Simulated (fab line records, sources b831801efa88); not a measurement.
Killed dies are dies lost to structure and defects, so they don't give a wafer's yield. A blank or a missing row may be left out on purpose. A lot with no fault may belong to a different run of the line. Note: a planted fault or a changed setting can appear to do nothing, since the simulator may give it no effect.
Comparing a struck lot with a sound one -- flow sky130 -- 43 out of 708 route steps
Sound: the wafers L269.1, L269.5, L269.6. Struck: wafers L288.2, L288.3, L288.4. Last of all comes the cause.
Per side, at each step with rows, come the tool, then ch with its chambers, and then its first start. Under that, the readings that differ: sound wafers -- struck wafers -- difference of the means -- sigmas: that difference in standard deviations of wafers without a fault.
alike: readings whose means differ by less than 2 such deviations, and words and numbers that are the same on both sides. not compared: withheld readings, readings that some wafer has no value for, bounds like >300 that may hide the same value, and numbers for which the record gives no deviation and whose values overlap.
The two part at a step that has a row with sigmas, a row that says differs or no value, or rows on one side only. When numbers do not overlap yet have no deviation, they are printed without sigmas and do not part them. A reading missing from all wafers of one side parts the sides only when that side holds two or more wafers.

first, 4 steps without rows for these wafers: SKY_FIELD_ISO_SOFTBAKE_09 (time 90 s); SKY_FIELD_ISO_EXPOSE_10 (exposes mask FOM, target cd 150 nm); SKY_FIELD_ISO_PEB_11; SKY_FIELD_ISO_DEVELOP_12 (develop time 60 s).
SKY_FIELD_ISO_CD_MEAS_13: target cd 150 nm.
  sound: cd sem-01 at day 2 14:54; struck: cd sem-01 at day 6 18:15
  alike: cd nm
SKY_FIELD_ISO_ETCH_14: etches BARC in N2/H2, stops on SiO2, time 45.9 s, target depth 60 nm.
  sound on rie diel-04 ch 0,3, day 2 15:01; struck on rie diel-04 ch 0,2, day 6 18:21
  alike: chamber pressure mTorr, drypump motor current A, oes product au, throttle valve pct
  not compared: rf hours counter h
SKY_FIELD_ISO_ETCH_15: etches the open film in CHF3/O2, stops on Si, target depth 180 nm, time 72 s.
  sound on rie diel-04 ch 0,3, day 2 15:04; struck on rie diel-04 ch 0,2, day 6 18:23
  alike: chamber pressure mTorr, drypump motor current A, oes product au, throttle valve pct
  not compared: rf hours counter h
SKY_FIELD_ISO_STRIP_16: strips in O2/N2.
  sound on plasma asher-02 ch 0,1, day 2 15:07; struck on plasma asher-01 ch 0,1, day 6 18:26
  alike: chamber pressure mTorr, drypump motor current A, o2 flow sccm, oes product au, strip time to endpoint s
  not compared: rf hours counter h
SKY_FIELD_ISO_ETCH_17: etches Si in HBr/Cl2/O2, target depth 342 nm, time 97.7 s.
  sound on rie si-01 ch 1,2, day 2 15:13; struck on rie si-01 ch 0,1,2, day 6 18:32
  alike: HBr_flow_sccm, chamber pressure mTorr, drypump motor current A, oes product au, throttle valve pct
  not compared: rf hours counter h
then, 3 steps without rows for these wafers: SKY_FIELD_ISO_WET_ETCH_18 (etches Si3N4 in H3PO4, target depth 25 nm, time 286 s); SKY_FIELD_ISO_CLEAN_19 (cleans in SC1/SC2, time 150 s); SKY_FIELD_ISO_CLEAN_20 (cleans in dHF, time 20 s).
SKY_FIELD_ISO_WET_ETCH_21: etches SiO2 in dHF, target depth 20 nm, time 400 s.
  sound on wet bench-03 ch 1, day 2 15:26; struck on wet bench-03 ch 1, day 6 18:46
then, 1 step without rows for these wafers: SKY_FIELD_ISO_OXIDATION_22 (stabilise 600 s, purge 300 s, target thk 10 nm).
SKY_FIELD_ISO_THK_MEAS_23:
  sound: film metro-02 at day 2 18:18; struck: film metro-03 at day 6 21:40
  alike: FIELD_ISO_OXIDATION_01_THK
then, 1 step without rows for these wafers: SKY_FIELD_ISO_CVD_24 (deposits SiO2, target thk 595 nm, time 99.2 s).
SKY_FIELD_ISO_THK_MEAS_25:
  sound: film metro-04 at day 2 18:26; struck: film metro-02 at day 6 21:48
  alike: FIELD_ISO_CVD_24_THK
then, 1 step without rows for these wafers: SKY_FIELD_ISO_ANNEAL_26 (time 1800 s).
SKY_FIELD_ISO_CMP_27: polishes, stops on Si3N4, t overpolish 16 s, target thk 457.8 nm.
  sound on cmp-02 ch 0,1,2, day 2 21:19; struck on cmp-01 ch 0,2,3, day 7 03:25
  alike: motor current A, overpolish run s, time to endpoint s
then, 5 steps without rows for these wafers: SKY_FIELD_ISO_WET_ETCH_28 (etches SiO2 in dHF, target depth 23.7 nm, time 47 s); SKY_FIELD_ISO_WET_ETCH_29 (etches Si3N4 in H3PO4, target depth 160 nm, time 1825 s); SKY_FIELD_ISO_WET_ETCH_30 (etches SiO2 in dHF, target depth 25 nm, time 50 s); SKY_NWELL_CLEAN_00 (cleans in SC1/SC2, time 150 s); SKY_NWELL_OXIDATION_01 (stabilise 600 s, purge 300 s, target thk 10 nm).
SKY_NWELL_THK_MEAS_02:
  sound: film metro-01 at day 2 23:58; struck: film metro-02 at day 7 06:20
reading,sound,struck,difference,sigmas
NWELL_OXIDATION_THK (nm),10.46 10.52 10.33,10.03 10.09 10.08,-0.37,-2
then, 9 steps without rows for these wafers: SKY_DNWELL_DEHYDRATE_00 (time 60 s); SKY_DNWELL_HMDS_01 (prime time 60 s); SKY_DNWELL_COAT_02 (resist thk 3000 nm); SKY_DNWELL_SOFTBAKE_03; SKY_DNWELL_EXPOSE_04 (exposes mask DNM, target cd 3000 nm); SKY_DNWELL_PEB_05; SKY_DNWELL_DEVELOP_06 (develop time 60 s); SKY_DNWELL_IMPLANT_07; SKY_DNWELL_STRIP_08 (strips in O2/N2).
SKY_DNWELL_TW_MEAS_09:
  sound: film metro-02 at day 3 16:02; struck: film metro-04 at day 8 02:08
  alike: DNWELL_TW
then, 7 steps without rows for these wafers: SKY_PWDE_DEHYDRATE_00 (time 60 s); SKY_PWDE_HMDS_01 (prime time 60 s); SKY_PWDE_COAT_02 (resist thk 3000 nm); SKY_PWDE_SOFTBAKE_03; SKY_PWDE_EXPOSE_04 (exposes mask PWDEM, target cd 840 nm); SKY_PWDE_PEB_05; SKY_PWDE_DEVELOP_06 (develop time 60 s).
-- the record jumps here: 43 days lie between the struck wafers' starts before and after (it left off in module PWDE and takes up again in module PAD_OPEN, whose first step shown is number 708 of the route) --
SKY_PAD_OPEN_PROBE_99:
  sound: prober-01 at day 46 08:20; struck: prober-02 at day 50 14:34
reading,sound,struck,difference,sigmas
killed at front end,23 17 12,29 41 35,+18,+4
  alike: killed_at_M0_to_M3, killed_at_M4_up, killed at contacts, killed at other, killed dies, killed open, killed short

WHERE THEY PART
First at SKY_NWELL_THK_MEAS_02; last, within this record, at SKY_PAD_OPEN_PROBE_99.

WHY: whatever the simulator had introduced
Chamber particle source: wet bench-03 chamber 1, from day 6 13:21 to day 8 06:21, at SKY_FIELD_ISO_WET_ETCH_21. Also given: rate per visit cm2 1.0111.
